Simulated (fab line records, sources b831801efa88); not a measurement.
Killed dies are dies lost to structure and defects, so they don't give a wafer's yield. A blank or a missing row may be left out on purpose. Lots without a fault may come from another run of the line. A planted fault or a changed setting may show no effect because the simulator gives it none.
Which tool did it? | flow sky130 | 10 lots, 30 wafers sampled, at 5 steps of a route of 708

WHAT THE GAUGES READ, wafer by wafer
SKY_LOCAL_INTERCONNECT_THK_MEAS_02: measures by xrf.
lot  | measured     | on            | LOCAL_INTERCONNECT_TIN_THK (nm)
L691 | day 30 23:45 | film_metro-04 | 98.7 99.4 97.7
L693 | day 31 00:03 | film_metro-01 | 97.1 99.7 99.0
L692 | day 31 01:19 | film_metro-01 | 97.3 98.0 98.0
L695 | day 32 13:59 | film_metro-01 | 98.2 98.7 99.8
L698 | day 33 07:23 | film_metro-02 | 97.5 97.2 97.3
L701 | day 34 02:40 | film_metro-02 | 94.3 95.2 97.8
L704 | day 35 09:52 | film_metro-04 | 99.1 100.2 100.2
L706 | day 35 13:53 | film_metro-01 | 99.7 99.8 100.1
L707 | day 35 19:04 | film_metro-04 | 98.4 97.2 95.4
L708 | day 36 09:53 | film_metro-01 | 99.9 102.6 101.1

SKY_METAL1_RS_MEAS_05: measures by four-point-probe.
lot  | measured     | on            | METAL1_ALCU_RS (ohm/sq)
L691 | day 33 09:28 | film_metro-01 | 0.1249 0.1258 0.1253
L693 | day 33 10:03 | film_metro-01 | 0.1248 0.1274 0.1259
L692 | day 33 11:25 | film_metro-04 | 0.1261 0.1251 0.1256
L695 | day 34 23:36 | film_metro-04 | 0.1273 0.1256 0.1271
L698 | day 35 16:04 | film_metro-04 | 0.3027 0.2911 0.3032
L701 | day 36 11:34 | film_metro-03 | 0.3035 0.3005 0.3015
L704 | day 37 16:35 | film_metro-04 | 0.1271 0.1269 0.1287
L706 | day 37 21:14 | film_metro-01 | 0.1284 0.1285 0.1288
L707 | day 38 01:27 | film_metro-04 | 0.1270 0.1285 0.1267
L708 | day 38 16:41 | film_metro-04 | 0.1278 0.1284 0.1276

SKY_METAL1_THK_MEAS_06: measures by xrf.
lot  | measured     | on            | METAL1_ALCU_THK (nm)
L691 | day 33 09:35 | film_metro-01 | 252 252 253
L693 | day 33 10:10 | film_metro-01 | 254 249 252
L692 | day 33 11:32 | film_metro-04 | 249 250 248
L695 | day 34 23:42 | film_metro-04 | 248 250 248
L698 | day 35 16:11 | film_metro-04 | 108 113 108
L701 | day 36 11:40 | film_metro-03 | 107 108 108
L704 | day 37 16:42 | film_metro-04 | 249 249 244
L706 | day 37 21:20 | film_metro-01 | 246 244 244
L707 | day 38 01:33 | film_metro-04 | 247 244 248
L708 | day 38 16:48 | film_metro-04 | 246 245 246

SKY_METAL1_OVL_MEAS_16.
lot  | measured     | on         | METAL1_OVL (nm)
L691 | day 34 11:31 | overlay-02 | -6 2 -1
L693 | day 34 12:26 | overlay-02 | -2 0 4
L692 | day 34 13:58 | overlay-01 | -4 -4 -2
L695 | day 36 01:36 | overlay-02 | -2 -3 -5
L698 | day 36 18:04 | overlay-01 | 5 -1 12
L701 | day 37 13:54 | overlay-02 | -2 4 1
L704 | day 38 18:17 | overlay-01 | 2 -2 12
L706 | day 38 22:32 | overlay-02 | 5 -1 8
L707 | day 39 02:56 | overlay-02 | 10 9 14
L708 | day 39 18:11 | overlay-01 | 0 -1 -3

WHICH TOOL RAN EACH LOT (tool, then ch and the chambers of the sampled wafers, then the start)
lot  | SKY_METAL1_SPUTTER_02
L691 | pvd_sputter-01, day 33 09:23
L693 | pvd_sputter-04, day 33 09:58
L692 | pvd_sputter-02, day 33 11:19
L695 | pvd_sputter-02, day 34 23:28
L698 | pvd_sputter-02, day 35 15:59
L701 | pvd_sputter-02, day 36 11:26
L704 | pvd_sputter-04, day 37 16:29
L706 | pvd_sputter-01, day 37 21:07
L707 | pvd_sputter-01, day 38 01:19
L708 | pvd_sputter-04, day 38 16:35
- SKY_METAL1_SPUTTER_02: material AlCu, target thk 250 nm, time 13.3 s.

WHAT THE TOOLS THEMSELVES READ (means of the sampled wafers that have a number; where no wafer has one, the mark that the record gives instead)
SKY_METAL1_SPUTTER_02.
lot  | tool           | throttle_valve_pct (%)
L691 | pvd_sputter-01 | 30.5
L693 | pvd_sputter-04 | 30.2
L692 | pvd_sputter-02 | 30.0
L695 | pvd_sputter-02 | 30.0
L698 | pvd_sputter-02 | 30.2
L701 | pvd_sputter-02 | 31.4
L704 | pvd_sputter-04 | 28.5
L706 | pvd_sputter-01 | 30.3
L707 | pvd_sputter-01 | 30.0
L708 | pvd_sputter-04 | 28.5

THE ANSWER, worked out from the rows above alone
Rule: what is usual is taken from the lots themselves. Put in order of their means at a reading, lots are off if they are a third of the lots or fewer, leave a main group of 4 or more, and stand apart from it by a gap of 3 or more times the standard deviation of the main group's means; of several such gaps the widest counts. A main group whose means are all the same, to the digits that the tables above print for the reading, isn't used. A lot without any number at a reading at which 4 lots or more have one is off too. The other lots that the step has rows for count as sound. The gauges are gone through in route order, then the tools' own readings, and for those a lot's mean is taken as printed above. The first step at which some lot is off is used, and at that step the reading that is off furthest; a lot without a number counts as furthest.
Off: L698, L701, at SKY_METAL1_RS_MEAS_05 (METAL1_ALCU_RS). The main group: mean 0.1269 ohm/sq, standard deviation 0.0011.
A tool fits if, at a process step before that reading, it ran every lot that is off, and no sound lot after the first of them. The gauges at SKY_METAL1_RS_MEAS_05 are tried like those tools. One fits: pvd_sputter-02 at SKY_METAL1_SPUTTER_02. Its last sound lot is L695 (day 34 23:28), its first lot that is off L698 (day 35 15:59): a fault that began between those two fits.

WHAT THE SIMULATOR HAD PUT IN
Process parameter drift: pvd_sputter-02, from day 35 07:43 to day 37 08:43, at SKY_METAL1_SPUTTER_02. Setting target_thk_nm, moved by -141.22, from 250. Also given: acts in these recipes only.
Lots struck among those shown: L698, L701. The rule above found the same.
